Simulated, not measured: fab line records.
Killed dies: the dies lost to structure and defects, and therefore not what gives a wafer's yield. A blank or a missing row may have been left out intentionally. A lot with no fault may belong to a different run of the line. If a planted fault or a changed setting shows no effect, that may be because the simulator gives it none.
8D (eight disciplines) problem report, filled in by code | flow gf180mcu | the parts of the form that need people (team, actions taken, sign-off) are left out

## 1. WHAT IS WRONG
At GF_CONTACT_CMP_27, overpolishRunS averages 0.039 s over 2 wafers from 2 lots, while fault-free wafers read 15.000 s, standard deviation 0.0095. So: -99 or more standard deviations from the usual mean.
The step: polishes, stops on SiO2, t overpolish 15 s, target thk 0 nm.
First observed at day 19 09:30: wafer L638.2, on cmp-01. The record has a number at this step for 42 wafers belonging to 14 lots. The rule behind "out" and "out of limits": a value lying over 4 standard deviations away from the usual mean. Any other wafer with a number is counted as sound.

## 2. WHAT IT IS, AND WHAT IT ISN'T
question                    | is                                               | is not
which readings at this step | overpolishRunS, headPressurePsi, timeToEndpointS | -
which lots                  | L638, L639                                       | L631, L632, L633, L635, L637, L645, L646, L647, L648, L649, L650, L651
which wafers of those lots  | L638.2, L639.6                                   | L638.1, L638.3, L639.4, L639.5
read on which tools         | cmp-01                                           | cmp-02
when                        | from day 19 09:30                                | up to then (17 sound wafers); but 23 sound wafers of L639, L645, L646, L647, L648, L649, L650, L651 came after

## 3. THE SUSPECTS, EACH WITH WHAT RULES IT OUT
Counting: any tool at a process step up to the reading remains a suspect provided it ran every lot that is out. Sound lots after the first of them don't rule it out here, since some wafers of a struck lot are sound.
- cmp-01 at GF_CONTACT_CMP_27 (polishes, stops on SiO2, t overpolish 15 s, target thk 0 nm): kept. It ran every lot that is out, first L638 (day 19 09:30); its last sound lot up to then is L637 (day 19 05:13). On those wafers its own readings are out: headPressurePsi, overpolishRunS, timeToEndpointS.
- In cmp-01 at GF_CONTACT_CMP_27, the wafers that are out were processed in chamber 0 and their sound lot-mates in chambers 1, 2, 3.
Left after counting: cmp-01 at GF_CONTACT_CMP_27.

## 4. THE CAUSE (what the simulator had put in)
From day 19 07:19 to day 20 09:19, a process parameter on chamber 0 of cmp-01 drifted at GF_CONTACT_CMP_27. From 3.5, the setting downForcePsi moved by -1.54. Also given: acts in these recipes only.
After counting, this tool was the only one left.

## 5. THE CHAIN OF EFFECTS, in route order
Each row: a reading whose mean over the struck wafers that have a number lies more than 3 standard deviations from the usual. Only readings for which the record gives a usual standard deviation are gone through. hours: the time from each lot's start at the first step in this table that gives one to its start at this step, as a median over the lots. sigmas: the change in usual standard deviations.
hours | step                    | reading          | usual     | on struck wafers | change  | sigmas
0     | GF_CONTACT_CMP_27       | headPressurePsi  | 3.501 psi | 1.961            | -1.540  | -99 or more
0     | GF_CONTACT_CMP_27       | overpolishRunS   | 15.000 s  | 0.039            | -14.961 | -99 or more
0     | GF_CONTACT_CMP_27       | timeToEndpointS  | 73.2 s    | 113.4            | +40.2   | +13
292   | GF_PASSIVATION_PROBE_99 | killedAtContacts | 5.4       | 452.0            | +446.6  | +99 or more
292   | GF_PASSIVATION_PROBE_99 | killedDies       | 47        | 492              | +445    | +77
292   | GF_PASSIVATION_PROBE_99 | killedOnRim      | 10        | 96               | +86     | +28
Its process steps:
- GF_CONTACT_CMP_27: polishes, stops on SiO2, t overpolish 15 s, target thk 0 nm.
- GF_PASSIVATION_PROBE_99

## 6. WHAT WOULD HAVE CAUGHT IT SOONER
The fault began at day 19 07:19; the first out-of-limits reading in this record came at day 19 09:30, 2 hours later.
